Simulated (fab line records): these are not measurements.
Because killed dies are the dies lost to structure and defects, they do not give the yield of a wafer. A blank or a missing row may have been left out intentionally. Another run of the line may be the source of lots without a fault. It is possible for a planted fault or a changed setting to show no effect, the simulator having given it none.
Chamber matching    flow sky130    SKY_LI_CONTACT_CMP_02 on cmp-02 has 4 sister chambers
The step polishes PSG. 8 wafers are shown with their chamber, then 10 later ones without.

EACH WAFER AND ITS CHAMBER
wafer   chamber  motor-current-A (A)  time-to-endpoint-s (s)
L725.2  3        11.9                 33.3
L725.5  2        11.9                 33.0
L732.2  1        10.7                 28.1
L732.5  2        11.8                 31.7
L731.5  0        10.3                 32.4
L731.6  1        10.8                 30.7
L734.1  3        11.5                 34.3
L734.2  0        10.2                 35.8

WAFERS MISSING THEIR CHAMBER
wafer   motor-current-A (A)  time-to-endpoint-s (s)
L734.6  10.5                 34.4
L738.1  11.0                 33.0
L738.2  11.2                 31.9
L738.6  12.4                 30.8
L739.1  11.8                 34.8
L739.2  10.9                 30.3
L739.4  10.8                 32.8
L742.2  11.4                 32.7
L742.4  11.9                 31.0
L742.5  11.1                 32.3

CHAMBER TAKEN BY EACH
wafer   from the rows above           in truth
L734.6  can't be placed: 0 or 1       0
L738.1  can't be placed: 1 or 3       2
L738.2  can't be placed: 1 or 3 or 2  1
L738.6  can't be placed: 2 or 3       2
L739.1  can't be placed: 3 or 2       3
L739.2  1                             1
L739.4  can't be placed: 1 or 0       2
L742.2  can't be placed: 3 or 2       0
L742.4  can't be placed: 2 or 3       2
L742.5  can't be placed: 1 or 3 or 2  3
1 of 10 placed correctly. Not placeable from these rows: 9 (in 6, the candidates include the true chamber). Placed wrongly: 0.
How it was worked out, from the rows above alone: a wafer's distance from a chamber is the root of the sum, over the readings, of the square of ((its reading less the chamber's mean) divided by the reading's scatter). The wafer belongs to the nearest chamber; if the next one is less than 2 further off, it can't be placed. A chamber's mean is the mean of its shown wafers. The scatter: take each reading less its chamber's mean, square it, sum over the shown wafers, divide by the number of wafers less the number of chambers, and take the root.
